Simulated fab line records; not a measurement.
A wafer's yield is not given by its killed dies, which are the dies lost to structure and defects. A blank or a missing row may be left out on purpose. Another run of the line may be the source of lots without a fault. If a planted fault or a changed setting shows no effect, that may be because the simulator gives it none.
The tool behind it: which one? :: flow gf180mcu :: Sampling: 13 lots, 39 wafers, 4 of 602 route steps

## WHAT EACH GAUGE READ, for each wafer
GF_V2_THK_MEAS_25: measures by xrf. Usual: V2_W_THK typically reads 349 nm, with standard deviation 5.4.
lot: L711
measured: day 20 17:17
on: film_metro-02
V2_W_THK (nm): 349 345 341
flag: 

lot: L712
measured: day 20 22:37
on: film_metro-02
V2_W_THK (nm): 353 351 349
flag: 

lot: L714
measured: day 21 06:11
on: film_metro-01
V2_W_THK (nm): 350 349 352
flag: 

lot: L715
measured: day 21 23:18
on: film_metro-01
V2_W_THK (nm): 349 344 347
flag: 

lot: L716
measured: day 22 05:04
on: film_metro-02
V2_W_THK (nm): 349 350 353
flag: 

lot: L717
measured: day 22 17:38
on: film_metro-02
V2_W_THK (nm): 360 363 352
flag: 

lot: L718
measured: day 22 22:48
on: film_metro-02
V2_W_THK (nm): 356 356 357
flag: 

lot: L719
measured: day 23 14:38
on: film_metro-01
V2_W_THK (nm): 356 345 351
flag: 

lot: L726
measured: day 25 22:21
on: film_metro-04
V2_W_THK (nm): 336 341 344
flag: 

lot: L730
measured: day 27 08:25
on: film_metro-01
V2_W_THK (nm): 354 355 354
flag: 

lot: L732
measured: day 27 10:28
on: film_metro-02
V2_W_THK (nm): 349 346 356
flag: 

lot: L731
measured: day 27 12:24
on: film_metro-04
V2_W_THK (nm): 347 347 342
flag: 

lot: L734
measured: day 28 07:25
on: film_metro-02
V2_W_THK (nm): 350 349 355
flag: 

## WHAT TOOL EACH LOT RAN ON (gives the tool, then ch and the chambers of the sampled wafers, and finally the start)
lot: L711
GF_M1_SPUTTER_01: pvd_sputter-02, day 16 12:07
GF_V1_ETCH_17: rie_diel-01 ch 1,2, day 20 17:03 or earlier
GF_V2_CVD_23: cvd_w-01 ch 0,1, day 20 17:03

lot: L712
GF_M1_SPUTTER_01: pvd_sputter-04, day 16 16:29
GF_V1_ETCH_17: rie_diel-04 ch 2,3, day 20 22:22 or earlier
GF_V2_CVD_23: cvd_w-02 ch 0, day 20 22:22

lot: L714
GF_M1_SPUTTER_01: pvd_sputter-02, day 17 01:26
GF_V1_ETCH_17: rie_diel-04 ch 0,1,3, day 21 05:56 or earlier
GF_V2_CVD_23: cvd_w-01 ch 0,1, day 21 05:56

lot: L715
GF_M1_SPUTTER_01: pvd_sputter-02, day 17 17:40
GF_V1_ETCH_17: rie_diel-01 ch 0,1,2, day 21 23:04 or earlier
GF_V2_CVD_23: cvd_w-01 ch 0,1, day 21 23:04

lot: L716
GF_M1_SPUTTER_01: pvd_sputter-02, day 18 01:00
GF_V1_ETCH_17: rie_diel-04 ch 0,1, day 22 04:52 or earlier
GF_V2_CVD_23: cvd_w-02 ch 0,1, day 22 04:52

lot: L717
GF_M1_SPUTTER_01: pvd_sputter-03, day 18 11:52
GF_V1_ETCH_17: rie_diel-03 ch 0,1,2, day 22 17:25 or earlier
GF_V2_CVD_23: cvd_w-02 ch 0,1, day 22 17:25

lot: L718
GF_M1_SPUTTER_01: pvd_sputter-02, day 18 17:27
GF_V1_ETCH_17: rie_diel-04 ch 1,2,3, day 22 22:34 or earlier
GF_V2_CVD_23: cvd_w-02 ch 0,1, day 22 22:34

lot: L719
GF_M1_SPUTTER_01: pvd_sputter-03, day 19 10:10
GF_V1_ETCH_17: rie_diel-04 ch 1,2,3, day 23 14:24 or earlier
GF_V2_CVD_23: cvd_w-02 ch 0,1, day 23 14:24

lot: L726
GF_M1_SPUTTER_01: pvd_sputter-03, day 21 23:12
GF_V1_ETCH_17: rie_diel-01 ch 0,3, day 25 22:07 or earlier
GF_V2_CVD_23: cvd_w-02 ch 1, day 25 22:07

lot: L730
GF_M1_SPUTTER_01: pvd_sputter-04, day 23 11:00
GF_V1_ETCH_17: rie_diel-03 ch 0,2, day 27 08:10 or earlier
GF_V2_CVD_23: cvd_w-02 ch 0,1, day 27 08:10

lot: L732
GF_M1_SPUTTER_01: pvd_sputter-02, day 23 14:31
GF_V1_ETCH_17: rie_diel-04 ch 0,1, day 27 10:14 or earlier
GF_V2_CVD_23: cvd_w-02 ch 1, day 27 10:14

lot: L731
GF_M1_SPUTTER_01: pvd_sputter-04, day 23 16:52
GF_V1_ETCH_17: rie_diel-01 ch 0,3, day 27 12:10 or earlier
GF_V2_CVD_23: cvd_w-01 ch 0, day 27 12:10

lot: L734
GF_M1_SPUTTER_01: pvd_sputter-03, day 24 13:12
GF_V1_ETCH_17: rie_diel-03 ch 0,3, day 28 07:10 or earlier
GF_V2_CVD_23: cvd_w-02 ch 0,1, day 28 07:10
- GF_M1_SPUTTER_01: material TiN, target thk 30 nm, time 25 s.
- GF_V1_ETCH_17: etches SiO2 in C4F8/O2/Ar, stops on TiN, target depth 630 nm.
- GF_V2_CVD_23: deposits W, target thk 350 nm, time 104.94 s.

## AS READ BY THE TOOLS THEMSELVES (means over the sampled wafers that have a number; for cases with no such wafer, the mark the record gives instead)
GF_M1_SPUTTER_01. Usual: cathode_dc_power_W 6499.9 W, standard deviation 1.1; throttle_valve_pct 29.6 %, standard deviation 0.94.
lot: L711
tool: pvd_sputter-02
cathode_dc_power_W (W): 6499.7
throttle_valve_pct (%): 29.1
flag: 

lot: L712
tool: pvd_sputter-04
cathode_dc_power_W (W): 6500.1
throttle_valve_pct (%): 28.6
flag: 

lot: L714
tool: pvd_sputter-02
cathode_dc_power_W (W): 6499.3
throttle_valve_pct (%): 31.1
flag: 

lot: L715
tool: pvd_sputter-02
cathode_dc_power_W (W): 6500.1
throttle_valve_pct (%): 29.1
flag: 

lot: L716
tool: pvd_sputter-02
cathode_dc_power_W (W): 6500.0
throttle_valve_pct (%): 29.2
flag: 

lot: L717
tool: pvd_sputter-03
cathode_dc_power_W (W): 6499.9
throttle_valve_pct (%): 29.5
flag: 

lot: L718
tool: pvd_sputter-02
cathode_dc_power_W (W): 6500.1
throttle_valve_pct (%): 29.5
flag: 

lot: L719
tool: pvd_sputter-03
cathode_dc_power_W (W): 6499.6
throttle_valve_pct (%): 29.9
flag: 

lot: L726
tool: pvd_sputter-03
cathode_dc_power_W (W): 7123.1
throttle_valve_pct (%): 30.1
flag: OFF

lot: L730
tool: pvd_sputter-04
cathode_dc_power_W (W): 6499.1
throttle_valve_pct (%): 28.6
flag: 

lot: L732
tool: pvd_sputter-02
cathode_dc_power_W (W): 6499.1
throttle_valve_pct (%): 30.3
flag: 

lot: L731
tool: pvd_sputter-04
cathode_dc_power_W (W): 6498.9
throttle_valve_pct (%): 29.2
flag: 

lot: L734
tool: pvd_sputter-03
cathode_dc_power_W (W): 6500.0
throttle_valve_pct (%): 29.7
flag: 

GF_V1_ETCH_17. Usual: 0.855 a.u. for oes_product_au, sd 0.0045.
lot: L711
tool: rie_diel-01
oes_product_au (a.u.): 0.857
flag: 

lot: L712
tool: rie_diel-04
oes_product_au (a.u.): 0.852
flag: 

lot: L714
tool: rie_diel-04
oes_product_au (a.u.): 0.852
flag: 

lot: L715
tool: rie_diel-01
oes_product_au (a.u.): 0.854
flag: 

lot: L716
tool: rie_diel-04
oes_product_au (a.u.): 0.861
flag: 

lot: L717
tool: rie_diel-03
oes_product_au (a.u.): 0.859
flag: 

lot: L718
tool: rie_diel-04
oes_product_au (a.u.): 0.853
flag: 

lot: L719
tool: rie_diel-04
oes_product_au (a.u.): 0.855
flag: 

lot: L726
tool: rie_diel-01
oes_product_au (a.u.): 0.854
flag: 

lot: L730
tool: rie_diel-03
oes_product_au (a.u.): 0.853
flag: 

lot: L732
tool: rie_diel-04
oes_product_au (a.u.): 0.850
flag: 

lot: L731
tool: rie_diel-01
oes_product_au (a.u.): 0.855
flag: 

lot: L734
tool: rie_diel-03
oes_product_au (a.u.): 0.853
flag: 

GF_V2_CVD_23. Usual: 817 W for heater_power_w, sd 97.
lot: L711
tool: cvd_w-01
heater_power_w (W): 812
flag: 

lot: L712
tool: cvd_w-02
heater_power_w (W): 913
flag: 

lot: L714
tool: cvd_w-01
heater_power_w (W): 807
flag: 

lot: L715
tool: cvd_w-01
heater_power_w (W): 831
flag: 

lot: L716
tool: cvd_w-02
heater_power_w (W): 783
flag: 

lot: L717
tool: cvd_w-02
heater_power_w (W): 852
flag: 

lot: L718
tool: cvd_w-02
heater_power_w (W): 848
flag: 

lot: L719
tool: cvd_w-02
heater_power_w (W): 842
flag: 

lot: L726
tool: cvd_w-02
heater_power_w (W): 708
flag: 

lot: L730
tool: cvd_w-02
heater_power_w (W): 864
flag: 

lot: L732
tool: cvd_w-02
heater_power_w (W): 710
flag: 

lot: L731
tool: cvd_w-01
heater_power_w (W): 817
flag: 

lot: L734
tool: cvd_w-02
heater_power_w (W): 786
flag: 

## THE ANSWER, worked out from the rows above alone
Rule: lot off if the mean of its wafers having a number is beyond 3 standard deviations from the usual mean. Also off: a lot with no number at a reading for which 4 or more lots have one. Where the step has rows for the other lots, those lots are counted as sound. First the gauges in route order, then the tools' own readings, where a lot's mean is used as printed above. The first step at which some lot is off is used, and at that step the reading that is off furthest; a lot without a number counts as furthest.
Off at GF_M1_SPUTTER_01 (cathode_dc_power_W): L726.
A tool fits if, at that step or a process step before it, it ran every lot that is off, and no sound lot after the first of them. No candidate that was tried fits.

## WHAT HAD BEEN PUT IN BY THE SIMULATOR
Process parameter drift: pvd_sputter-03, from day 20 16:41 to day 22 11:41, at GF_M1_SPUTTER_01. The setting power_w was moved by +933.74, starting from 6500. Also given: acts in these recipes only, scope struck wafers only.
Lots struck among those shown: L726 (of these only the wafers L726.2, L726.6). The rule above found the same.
